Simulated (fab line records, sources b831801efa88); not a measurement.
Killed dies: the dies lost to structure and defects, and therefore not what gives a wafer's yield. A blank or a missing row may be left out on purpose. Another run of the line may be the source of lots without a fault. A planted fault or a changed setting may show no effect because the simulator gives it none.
Chamber matching / flow sky130 / SKY_CONTACT_ETCH_16 on rie diel-02 has 4 sister chambers
The step etches BARC in N2/H2, stops on SiO2, time 45.9 s, target depth 60 nm. 7 wafers are shown with their chamber, then 7 later ones without.

EACH WAFER AND ITS CHAMBER
wafer=L210.1; chamber=3; drypump motor current A (A)=5.7; rf fwd power W (W)=496.8
wafer=L210.5; chamber=0; drypump motor current A (A)=5.5; rf fwd power W (W)=491.5
wafer=L214.2; chamber=0; drypump motor current A (A)=5.5; rf fwd power W (W)=495.0
wafer=L230.5; chamber=2; drypump motor current A (A)=5.4; rf fwd power W (W)=496.0
wafer=L230.6; chamber=1; drypump motor current A (A)=5.9; rf fwd power W (W)=493.7
wafer=L231.1; chamber=2; drypump motor current A (A)=5.3; rf fwd power W (W)=496.4
wafer=L231.3; chamber=1; drypump motor current A (A)=5.9; rf fwd power W (W)=496.8

WAFERS WHOSE CHAMBER IS MISSING
wafer=L231.5; drypump motor current A (A)=5.3; rf fwd power W (W)=495.0
wafer=L232.2; drypump motor current A (A)=5.4; rf fwd power W (W)=495.5
wafer=L232.3; drypump motor current A (A)=5.7; rf fwd power W (W)=493.7
wafer=L232.6; drypump motor current A (A)=5.7; rf fwd power W (W)=494.2
wafer=L233.2; drypump motor current A (A)=5.3; rf fwd power W (W)=496.1
wafer=L233.3; drypump motor current A (A)=5.8; rf fwd power W (W)=495.7
wafer=L233.5; drypump motor current A (A)=5.3; rf fwd power W (W)=496.9

CHAMBER TAKEN BY EACH
wafer=L231.5; from the rows above=2; in truth=2
wafer=L232.2; from the rows above=can't be placed: 2 or 0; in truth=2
wafer=L232.3; from the rows above=3; in truth=3
wafer=L232.6; from the rows above=3; in truth=3
wafer=L233.2; from the rows above=2; in truth=2
wafer=L233.3; from the rows above=can't be placed: 1 or 3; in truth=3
wafer=L233.5; from the rows above=2; in truth=2
Correct placement for 5 of the 7. Not placeable from these rows: 2 (in 2, the candidates include the true chamber). 0 placed wrongly.
How it was worked out, from the rows above alone: a wafer's distance from a chamber is the root of the sum, over the readings, of the square of ((its reading less the chamber's mean) divided by the reading's scatter). If the next closest chamber is less than 2 further off than the closest, the wafer can't be placed; otherwise it belongs to the closest. A chamber's mean is the mean of its shown wafers. The scatter: the root of (the sum of the squares of (reading less its chamber's mean) over the shown wafers, divided by (wafers less chambers)).
